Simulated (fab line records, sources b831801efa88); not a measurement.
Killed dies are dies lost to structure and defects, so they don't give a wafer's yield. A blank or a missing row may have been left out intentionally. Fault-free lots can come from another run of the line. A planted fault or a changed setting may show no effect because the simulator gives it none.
Which tool is to blame? ; flow sfq_line ; 14 lots (42 wafers sampled), 1 step of a 325-step route

== WHAT THE GAUGES SHOWED, per wafer ==
The record holds no reading of a measuring or inspecting step that can be judged against a usual standard deviation.

== EACH LOT AND THE TOOL THAT RAN IT (in order: tool; ch and the chambers of the sampled wafers; start) ==
lot;SFQ_TRILAYER_M1_LITHO_PEB_042
L412;litho_track-04 ch 0, day 18 15:15
L413;litho_track-03 ch 0, day 18 21:21
L414;litho_track-03 ch 0, day 19 04:33
L415;litho_track-04 ch 0, day 19 15:22
L417;litho_track-03 ch 0, day 21 13:09
L420;litho_track-03, day 22 16:45
L421;litho_track-03, day 22 18:55
L429;litho_track-04 ch 0, day 32 00:21
L430;litho_track-03 ch 0, day 32 13:33
L431;litho_track-04 ch 0, day 32 23:09
L432;litho_track-02 ch 0, day 34 07:38
L433;litho_track-02 ch 0, day 34 11:14
L434;litho_track-02 ch 0, day 34 23:13
L435;litho_track-02 ch 0, day 35 11:14
- SFQ_TRILAYER_M1_LITHO_PEB_042: peb time 60 s.

== WHAT THE TOOLS THEMSELVES READ (means of the sampled wafers that have a number; where no wafer has one, the mark that the record gives instead) ==
SFQ_TRILAYER_M1_LITHO_PEB_042.
lot;tool;chill_plate_temp_C (C);exhaust_pa (Pa);heater_power_total_W (W)
L412;litho_track-04;22.95;44.0;79.20
L413;litho_track-03;22.98;44.5;79.19
L414;litho_track-03;23.05;45.0;79.14
L415;litho_track-04;22.94;45.3;79.15
L417;litho_track-03;22.98;45.0;79.15
L420;litho_track-03;-;-;-
L421;litho_track-03;-;-;-
L429;litho_track-04;23.01;45.2;79.15
L430;litho_track-03;22.92;45.5;79.15
L431;litho_track-04;22.90;45.4;79.12
L432;litho_track-02;23.13;46.1;79.13
L433;litho_track-02;22.94;45.0;79.21
L434;litho_track-02;23.02;45.3;79.16
L435;litho_track-02;22.92;45.4;79.20

== THE ANSWER, worked out from the rows above alone ==
Rule: the lots themselves supply what counts as usual. The widest of any qualifying gaps counts: lots, ordered by their means at a reading, are off when they make up no more than a third of the lots, leave a main group of 4 or more, and stand apart from it by 3 or more times the standard deviation of that group's means. The tables above print the reading to a certain number of digits; a main group whose means all agree to those digits is not used. Also off: a lot with no number at a reading for which 4 or more lots have one. The other lots that the step has rows for count as sound. Order of review: gauges by route order, followed by the tools' own readings, for which a lot's mean as printed above is used. At the first step where some lot is off, the reading lying furthest off is the one used; lots without a number count as furthest.
Off at SFQ_TRILAYER_M1_LITHO_PEB_042 (chill_plate_temp_C): L420, L421. Without a number there: L420, L421. Mean 22.98 C and standard deviation 0.063 in the main group.
If a tool, at that step or one of the process steps before it, ran each lot that is off and ran no sound lot following the first of them, it fits. Not one of the candidates tried fits.

== WHAT HAD BEEN PUT IN BY THE SIMULATOR ==
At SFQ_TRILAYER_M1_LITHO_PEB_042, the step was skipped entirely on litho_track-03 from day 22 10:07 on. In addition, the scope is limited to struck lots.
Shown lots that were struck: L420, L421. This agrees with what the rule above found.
